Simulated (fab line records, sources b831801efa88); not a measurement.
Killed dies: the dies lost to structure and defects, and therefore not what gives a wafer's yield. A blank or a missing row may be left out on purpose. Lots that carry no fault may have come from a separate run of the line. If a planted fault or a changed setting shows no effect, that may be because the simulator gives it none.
Chamber matching | flow sky130 | cmp-02 running SKY_VIA1_CMP_02: 4 sister chambers
The step polishes SiO2. 4 wafers are shown with their chamber, then 7 later ones without.

== WAFERS PAIRED WITH THEIR CHAMBERS ==
wafer  | chamber | motor_current_A (A)
L709.5 | 2       | 10.4
L725.3 | 3       | 9.5
L726.1 | 1       | 13.2
L726.3 | 0       | 12.5

== WAFERS WHOSE CHAMBER IS MISSING ==
wafer  | motor_current_A (A)
L726.5 | 10.8
L728.2 | 13.9
L728.3 | 10.6
L728.6 | 9.6
L730.4 | 9.9
L730.5 | 10.8
L730.6 | 9.8

== WHICH CHAMBER EACH ONE RAN IN ==
wafer  | from the rows above     | in truth
L726.5 | 2                       | 2
L728.2 | can't be placed: 1 or 0 | 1
L728.3 | 2                       | 2
L728.6 | can't be placed: 3 or 2 | 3
L730.4 | can't be placed: 3 or 2 | 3
L730.5 | 2                       | 2
L730.6 | can't be placed: 3 or 2 | 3
3 of 7 placed correctly. From these rows, 4 cannot be placed; in 4 the true chamber is one of the candidates. Placed wrongly: 0.
How it was worked out, from the rows above alone: a wafer's distance from a chamber is the root of the sum, over the readings, of the square of ((its reading less the chamber's mean) divided by the reading's scatter). The wafer belongs to the nearest chamber; if the next one is less than 2 further off, it can't be placed. Each chamber's mean is taken over the wafers shown for it. The scatter (one wafer shown for each chamber): square how far every hidden wafer sits from the nearest shown wafer, average those squares and take the square root.
